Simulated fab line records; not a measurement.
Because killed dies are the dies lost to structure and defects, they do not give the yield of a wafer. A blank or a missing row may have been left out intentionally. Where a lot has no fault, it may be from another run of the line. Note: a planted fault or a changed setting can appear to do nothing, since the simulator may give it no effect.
Chamber matching | flow gf180mcu | GF_V3_CVD_02 on pecvd-01: 3 sister chambers
The step deposits SiO2 from TEOS, target thk 850 nm, time 94.851 s. 6 wafers are shown with their chamber, then 12 later ones without.

## WAFERS WITH THEIR CHAMBER
wafer  | chamber | heater power w (W)
L083.4 | 0       | 794
L085.2 | 1       | 749
L085.6 | 2       | 678
L092.1 | 1       | 662
L092.2 | 2       | 814
L092.3 | 0       | 793

## WAFERS WITH NO CHAMBER GIVEN
wafer  | heater power w (W)
L092.4 | 621
L092.5 | 840
L092.6 | 704
L094.1 | 754
L094.2 | 724
L094.4 | 805
L096.3 | 635
L096.4 | 692
L096.5 | 607
L097.1 | 809
L097.5 | 742
L097.6 | 872

## WHICH CHAMBER EACH ONE RAN IN
wafer  | from the rows above          | in truth
L092.4 | can't be placed: 1 or 2 or 0 | 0
L092.5 | can't be placed: 0 or 2 or 1 | 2
L092.6 | can't be placed: 1 or 2 or 0 | 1
L094.1 | can't be placed: 2 or 0 or 1 | 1
L094.2 | can't be placed: 1 or 2 or 0 | 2
L094.4 | can't be placed: 0 or 2 or 1 | 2
L096.3 | can't be placed: 1 or 2 or 0 | 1
L096.4 | can't be placed: 1 or 2 or 0 | 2
L096.5 | can't be placed: 1 or 2 or 0 | 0
L097.1 | can't be placed: 0 or 2 or 1 | 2
L097.5 | can't be placed: 2 or 1 or 0 | 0
L097.6 | can't be placed: 0 or 2 or 1 | 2
Correctly placed: 0 of 12. Can't be placed from these rows: 12 (the true chamber is among the candidates in 12). 0 placed wrongly.
How it was worked out, from the rows above alone: a wafer's distance from a chamber is the root of the sum, over the readings, of the square of ((its reading less the chamber's mean) divided by the reading's scatter). The wafer belongs to the nearest chamber; if the next one is less than 2 further off, it can't be placed. The mean given for a chamber averages the wafers shown for that chamber. The scatter: take each reading less its chamber's mean, square it, sum over the shown wafers, divide by the number of wafers less the number of chambers, and take the root.
